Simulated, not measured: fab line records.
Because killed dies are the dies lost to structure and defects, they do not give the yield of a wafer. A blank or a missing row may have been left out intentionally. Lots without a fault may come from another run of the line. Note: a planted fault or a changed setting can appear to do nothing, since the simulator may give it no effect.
Chamber matching || flow sky130 || 4 sister chambers for SKY_CONTACT_CMP_04 on cmp-01
The step polishes SiO2. 8 wafers are shown with their chamber, then 7 later ones without.

== EACH WAFER AND ITS CHAMBER ==
{"wafer": "L895.1", "chamber": 2, "motorCurrentA (A)": 12.6, "timeToEndpointS (s)": 87}
{"wafer": "L903.5", "chamber": 3, "motorCurrentA (A)": 14.1, "timeToEndpointS (s)": 79}
{"wafer": "L903.6", "chamber": 0, "motorCurrentA (A)": 12.2, "timeToEndpointS (s)": 84}
{"wafer": "L905.1", "chamber": 0, "motorCurrentA (A)": 12.1, "timeToEndpointS (s)": 80}
{"wafer": "L905.4", "chamber": 3, "motorCurrentA (A)": 14.6, "timeToEndpointS (s)": 76}
{"wafer": "L905.5", "chamber": 1, "motorCurrentA (A)": 10.2, "timeToEndpointS (s)": 79}
{"wafer": "L912.2", "chamber": 1, "motorCurrentA (A)": 10.5, "timeToEndpointS (s)": 76}
{"wafer": "L912.3", "chamber": 2, "motorCurrentA (A)": 12.2, "timeToEndpointS (s)": 81}

== WAFERS WITH NO CHAMBER GIVEN ==
{"wafer": "L912.4", "motorCurrentA (A)": 13.6, "timeToEndpointS (s)": 78}
{"wafer": "L914.4", "motorCurrentA (A)": 10.0, "timeToEndpointS (s)": 76}
{"wafer": "L914.5", "motorCurrentA (A)": 12.5, "timeToEndpointS (s)": 80}
{"wafer": "L914.6", "motorCurrentA (A)": 15.0, "timeToEndpointS (s)": 77}
{"wafer": "L915.1", "motorCurrentA (A)": 10.2, "timeToEndpointS (s)": 78}
{"wafer": "L915.5", "motorCurrentA (A)": 12.3, "timeToEndpointS (s)": 81}
{"wafer": "L915.6", "motorCurrentA (A)": 9.8, "timeToEndpointS (s)": 81}

== THE CHAMBER EACH PASSED THROUGH ==
{"wafer": "L912.4", "from the rows above": 3, "in truth": 3}
{"wafer": "L914.4", "from the rows above": 1, "in truth": 1}
{"wafer": "L914.5", "from the rows above": "can't be placed: 2 or 0", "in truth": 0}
{"wafer": "L914.6", "from the rows above": 3, "in truth": 3}
{"wafer": "L915.1", "from the rows above": 1, "in truth": 1}
{"wafer": "L915.5", "from the rows above": "can't be placed: 0 or 2", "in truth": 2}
{"wafer": "L915.6", "from the rows above": 1, "in truth": 1}
Placed correctly: 5 of 7. Can't be placed from these rows: 2 (the true chamber is among the candidates in 2). Number placed wrongly: 0.
How it was worked out, from the rows above alone: a wafer's distance from a chamber is the root of the sum, over the readings, of the square of ((its reading less the chamber's mean) divided by the reading's scatter). The wafer belongs to the nearest chamber; if the next one is less than 2 further off, it can't be placed. The mean given for a chamber averages the wafers shown for that chamber. How the scatter is found: for the shown wafers, subtract from each reading the mean of its chamber, square and add these, divide the total by (wafers less chambers), then take the root.
